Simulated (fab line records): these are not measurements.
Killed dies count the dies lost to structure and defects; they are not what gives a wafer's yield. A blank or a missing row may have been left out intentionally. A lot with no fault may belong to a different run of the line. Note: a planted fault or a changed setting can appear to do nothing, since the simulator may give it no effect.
fab line records | flow gf180mcu
[record] lots = 14 wafers = 41 lastDay = 34
route steps=602 shown POLY_GATE@174 HV_LDD@226 CONTACT@311 V1@350
lots that met no fault: taken from a fault-free run of the same line
startH: hours from the record's opening day to when the first of the lot's shown wafers began | waitH: hours from the lot's prior step to this one | " as in the row above | L1.1+2: one row covering several wafers at once | - no value, or no start given | * or withheld: withheld | < > ~ a bound
route shown NAME@n: names a module that has steps shown in the file, with the first one's number in the route | usual: the fault-free wafers' mean and standard deviation | same: alike in all rows | chamber/n: place in a boat | sites: the reading at each site | _std_site: the standard deviation of these | _edge_site: mean of outer sites minus mean of inner sites | radiusMm: for every site, how far away it sits from the centre of the wafer | mask NAME#n: copy n | behind: the most recent tool/chamber to have shaped the wafer | hold: why the lot was held/for how many hours/how that ended | device: names the non-switching transistor (n, p or np) | end of line: tests run on the same wafers once the route is complete | for a step that has no rows: nothing shown but its recipe | killed: count of dies lost to structure and defects at first sort (not the wafer's yield) | map: a wafer's dies, x killed, . not, _ none there
set.NAME: the setting that was run; set.NAME@STEP: the one run at that earlier step | model.NAME: the simulator's own value behind a step, which no gauge read
one table for each step of the route and one row for each wafer, over a sample of lots
services: a tool's chamber out of use, with start hour (startH, from the record's first day; less than 0 if before it), hours out, and reason
[[steps]]
[step GF_POLY_GATE_THK_MEAS_17]
[recipe] reads = SiO2_of_POLY_GATE_OXIDATION_16
[usual] POLY_GATE_OXIDATION_THK = 3.99/0.08
// columns lot.wafer tool chamber startH waitH POLY_GATE_OXIDATION_THK[nm]
L489.3 filmMetro-03 - 205.17 0.0 4.23
L489.5 " - " " 4.07
L489.6 " - " " 4.10
L490.1 filmMetro-01 - 209.62 0.0 3.98
L490.2 " - " " 4.04
L490.6 " - " " 3.90
L491.1 filmMetro-01 - 223.47 0.0 4.10
L491.2 " - " " 4.05
L491.6 " - " " 4.09
L493.1 filmMetro-01 - 240.42 0.0 4.06
L493.5 " - " " 4.10
L493.6 " - " " 4.08
L492.1 filmMetro-01 - 242.56 0.0 4.11
L492.2 " - " " 4.02
L492.5 " - " " 4.07
L495.1 filmMetro-01 - 255.62 0.0 3.91
L495.4 " - " " 3.88
L495.6 " - " " 3.87
L494.2 filmMetro-03 - 264.22 0.0 3.96
L494.3 " - " " 4.01
L494.4 " - " " 3.97
L496.2 filmMetro-04 - 272.33 0.0 4.06
L496.3 " - " " 4.09
L496.5 " - " " 4.02
L498.4 filmMetro-03 - 278.67 0.0 4.01
L498.5 " - " " 4.00
L506.1 filmMetro-01 - 328.12 0.0 4.01
L506.2 " - " " 3.90
L506.6 " - " " 3.92
L508.1 filmMetro-04 - 341.20 0.0 3.93
L508.3 " - " " 3.93
L508.6 " - " " 3.98
L509.3 filmMetro-04 - 348.03 0.0 3.95
L509.4 " - " " 4.06
L509.6 " - " " 3.85
L510.1 filmMetro-01 - 356.54 0.0 4.15
L510.4 " - " " 3.98
L510.5 " - " " 4.07
L511.1 filmMetro-04 - 368.72 0.0 3.95
L511.2 " - " " 3.94
L511.6 " - " " 3.96
[step GF_HV_LDD_TW_MEAS_50]
[usual] HV_LDD_4_TW = 571/5.4
// columns lot.wafer tool chamber startH waitH HV_LDD_4_TW
L489.3 filmMetro-04 - 281.72 0.1 572
L489.5 " - " " 575
L489.6 " - " " 575
L490.1 filmMetro-04 - 285.10 0.1 571
L490.2 " - " " 576
L490.6 " - " " 576
L491.1 filmMetro-04 - 301.36 0.1 573
L491.2 " - " " 573
L491.6 " - " " 577
L493.1 filmMetro-03 - 321.35 0.1 569
L493.5 " - " " 571
L493.6 " - " " 567
L492.1 filmMetro-02 - 323.91 0.1 570
L492.2 " - " " 567
L492.5 " - " " 570
L495.1 filmMetro-03 - 337.72 0.1 565
L495.4 " - " " 567
L495.6 " - " " 567
L494.2 filmMetro-02 - 347.61 0.1 571
L494.3 " - " " 571
L494.4 " - " " 570
L496.2 filmMetro-02 - 357.76 0.1 570
L496.3 " - " " 571
L496.5 " - " " 568
L498.4 filmMetro-04 - 365.03 0.1 581
L498.5 " - " " 579
L506.1 filmMetro-02 - 421.68 0.1 571
L506.2 " - " " 572
L506.6 " - " " 571
L508.1 filmMetro-04 - 430.86 0.1 576
L508.3 " - " " 575
L508.6 " - " " 578
L509.3 filmMetro-03 - 445.56 0.1 568
L509.4 " - " " 566
L509.6 " - " " 567
L510.1 filmMetro-02 - 450.86 0.1 575
L510.4 " - " " 573
L510.5 " - " " 575
L511.1 filmMetro-04 - 472.26 0.1 576
L511.2 " - " " 576
L511.6 " - " " 574
[step GF_CONTACT_CVD_24]
[recipe] material = W targetThkNm = 300 timeS = 90.339 tempC = 400 pressureTorr = 40
[usual] heaterPowerW = 886/40
// columns lot.wafer tool chamber startH waitH heaterPowerW
L489.3 cvdW-02 0 373.34 0.1 882
L489.5 " 1 " " 869
L489.6 " 0 " " 905
L490.1 cvdW-01 0 376.41 0.0 873
L490.2 " 1 " " 1040
L490.6 " 0 " " 855
L491.1 cvdW-02 0 396.45 1.2 920
L491.2 " 1 " " 902
L491.6 " 0 " " 880
L493.1 cvdW-01 0 416.46 0.0 820
L493.5 " 1 " " 917
L493.6 " 0 " " 831
L492.1 cvdW-02 1 417.68 0.0 880
L492.2 " 0 " " 913
L492.5 " 0 " " 895
L495.1 cvdW-02 0 432.20 0.0 907
L495.4 " 0 " " 911
L495.6 " 0 " " 897
L494.2 cvdW-01 1 448.46 0.0 918
L494.3 " 1 " " 944
L494.4 " 0 " " 830
L496.2 cvdW-01 1 454.47 0.0 940
L496.3 " 1 " " 931
L496.5 " 0 " " 840
L498.4 cvdW-01 0 465.34 0.1 832
L498.5 " 1 " " 926
L506.1 cvdW-01 0 524.86 0.0 847
L506.2 " 1 " " 898
L506.6 " 0 " " 834
L508.1 cvdW-01 1 533.74 0.0 917
L508.3 " 0 " " 838
L508.6 " 0 " " 869
L509.3 cvdW-02 0 546.66 0.1 874
L509.4 " 1 " " 901
L509.6 " 0 " " 902
L510.1 cvdW-01 0 551.00 0.0 822
L510.4 " 0 " " 832
L510.5 " 0 " " 820
L511.1 cvdW-02 1 570.85 0.0 890
L511.2 " 0 " " 891
L511.6 " 1 " " 894
[step GF_CONTACT_RS_MEAS_25]
[recipe] thkMeasGauge = four-point-probe reads = W_of_CONTACT_CVD_24+TiN_of_CONTACT_SPUTTER_23+Ti_of_CONTACT_SPUTTER_22
[usual] CONTACT_W_RS = 0.383/0.0043
// columns lot.wafer tool chamber startH waitH CONTACT_W_RS[ohm/sq]
L489.3 filmMetro-02 - 373.45 0.1 0.376
L489.5 " - " " 0.379
L489.6 " - " " 0.377
L490.1 filmMetro-02 - 376.51 0.1 0.385
L490.2 " - " " 0.385
L490.6 " - " " 0.385
L491.1 filmMetro-03 - 396.55 0.1 0.378
L491.2 " - " " 0.383
L491.6 " - " " 0.382
L493.1 filmMetro-02 - 416.56 0.1 0.381
L493.5 " - " " 0.386
L493.6 " - " " 0.376
L492.1 filmMetro-04 - 417.78 0.1 0.374
L492.2 " - " " 0.379
L492.5 " - " " 0.376
L495.1 filmMetro-02 - 432.30 0.1 0.372
L495.4 " - " " 0.376
L495.6 " - " " 0.370
L494.2 filmMetro-02 - 448.60 0.1 0.383
L494.3 " - " " 0.385
L494.4 " - " " 0.383
L496.2 filmMetro-02 - 454.59 0.1 0.390
L496.3 " - " " 0.386
L496.5 " - " " 0.352
L498.4 filmMetro-03 - 465.46 0.1 0.352
L498.5 " - " " 0.351
L506.1 filmMetro-03 - 524.96 0.1 0.387
L506.2 " - " " 0.389
L506.6 " - " " 0.376
L508.1 filmMetro-03 - 533.84 0.1 0.386
L508.3 " - " " 0.382
L508.6 " - " " 0.385
L509.3 filmMetro-02 - 546.77 0.1 0.378
L509.4 " - " " 0.379
L509.6 " - " " 0.380
L510.1 filmMetro-03 - 551.10 0.1 0.384
L510.4 " - " " 0.384
L510.5 " - " " 0.386
L511.1 filmMetro-04 - 570.95 0.1 0.384
L511.2 " - " " 0.383
L511.6 " - " " 0.386
[step GF_CONTACT_THK_MEAS_26]
[recipe] thkMeasGauge = xrf reads = W_of_CONTACT_CVD_24
[usual] CONTACT_W_THK = 301/3.7
// columns lot.wafer tool chamber startH waitH CONTACT_W_THK[nm]
L489.3 filmMetro-02 - 373.55 0.1 305
L489.5 " - " " 301
L489.6 " - " " 303
L490.1 filmMetro-02 - 376.63 0.1 299
L490.2 " - " " 298
L490.6 " - " " 297
L491.1 filmMetro-03 - 396.67 0.1 306
L491.2 " - " " 301
L491.6 " - " " 302
L493.1 filmMetro-02 - 416.68 0.1 302
L493.5 " - " " 296
L493.6 " - " " 302
L492.1 filmMetro-04 - 417.90 0.1 310
L492.2 " - " " 305
L492.5 " - " " 308
L495.1 filmMetro-02 - 432.42 0.1 311
L495.4 " - " " 308
L495.6 " - " " 312
L494.2 filmMetro-02 - 448.71 0.1 301
L494.3 " - " " 300
L494.4 " - " " 302
L496.2 filmMetro-02 - 454.70 0.1 297
L496.3 " - " " 299
L496.5 " - " " 328
L498.4 filmMetro-03 - 465.55 0.1 330
L498.5 " - " " 331
L506.1 filmMetro-03 - 525.08 0.1 298
L506.2 " - " " 298
L506.6 " - " " 308
L508.1 filmMetro-03 - 533.96 0.1 297
L508.3 " - " " 298
L508.6 " - " " 298
L509.3 filmMetro-02 - 546.87 0.1 305
L509.4 " - " " 301
L509.6 " - " " 302
L510.1 filmMetro-03 - 551.22 0.1 299
L510.4 " - " " 298
L510.5 " - " " 297
L511.1 filmMetro-04 - 571.07 0.1 299
L511.2 " - " " 302
L511.6 " - " " 299
[step GF_V1_OVL_MEAS_15]
[usual] V1_OVL = 1/5.6
// columns lot.wafer tool chamber startH waitH V1_OVL[nm]
L489.3 overlay-02 - 421.28 0.1 -3
L489.5 " - " " -4
L489.6 " - " " 8
L490.1 overlay-01 - 424.83 0.1 2
L490.2 " - " " 3
L490.6 " - " " 3
L491.1 overlay-01 - 443.86 0.1 5
L491.2 " - " " -6
L491.6 " - " " -1
L493.1 overlay-01 - 465.72 0.1 5
L493.5 " - " " 5
L493.6 " - " " 2
L492.1 overlay-01 - 467.02 0.1 0
L492.2 " - " " -3
L492.5 " - " " 0
L495.1 overlay-02 - 483.08 0.1 4
L495.4 " - " " -3
L495.6 " - " " 6
L494.2 overlay-02 - 499.88 0.1 -5
L494.3 " - " " 6
L494.4 " - " " 1
L496.2 overlay-01 - 504.23 0.1 3
L496.3 " - " " 1
L496.5 " - " " -2
L498.4 overlay-02 - 516.12 0.1 -4
L498.5 " - " " -10
L506.1 overlay-01 - 572.53 0.1 4
L506.2 " - " " 1
L506.6 " - " " 2
L508.1 overlay-02 - 579.67 0.1 5
L508.3 " - " " -4
L508.6 " - " " 4
L509.3 overlay-02 - 593.39 0.1 -2
L509.4 " - " " 5
L509.6 " - " " 3
L510.1 overlay-02 - 597.41 0.1 1
L510.4 " - " " 4
L510.5 " - " " 0
L511.1 overlay-01 - 615.38 0.1 2
L511.2 " - " " 1
L511.6 " - " " 2
[[services]]
// columns tool chamber startH hours kind
cvdW-01 - 390.00 14.0 pm
cvdW-01 0 390.00 14.0 ventCycle
cvdW-01 1 390.00 14.0 ventCycle
cvdW-02 - 390.93 5.3 repair
cvdW-01 0 404.00 - clean
cvdW-01 1 404.00 - clean
cvdW-01 0 424.50 14.2 repair
cvdW-02 - 455.96 14.6 pm
cvdW-02 - 498.41 2.8 pm
cvdW-02 0 542.92 3.6 repair
[[key]]
[firstSign] step = GF_CONTACT_RS_MEAS_25 reading = CONTACT_W_RS direction = down sigmas = 7.3 usual = 0.383 struck = 0.352
[effect] step = GF_CONTACT_THK_MEAS_26 reading = CONTACT_W_THK direction = up sigmas = 7.9 usual = 301 struck = 330
metAt GF_CONTACT_CVD_24
struckLots L496,L498
struckWafers L496.5,L498.4,L498.5
testerLeftOut L496,L498
notActingAt GF_POLY_GATE_THK_MEAS_17,GF_HV_LDD_TW_MEAS_50,GF_V1_OVL_MEAS_15
onsetBetween 448.46 454.47
[fault] kind = processParameterDrift tool = cvdW-01 chamber = - onsetH = 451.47 steps = GF_CONTACT_CVD_24 channel = targetThkNm offset = 26.992 shape = step endH = 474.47 scope = struckWafersOnly actsIn = theseRecipesOnly stated = 300
// testerLeftOut: of these lots the tester's yield and bins aren't shown, on N5 and GAA mostly nor the transistor test; their killed dies are dies lost to structure and defects alone, not to doping, threshold or leakage, so they don't give the yield
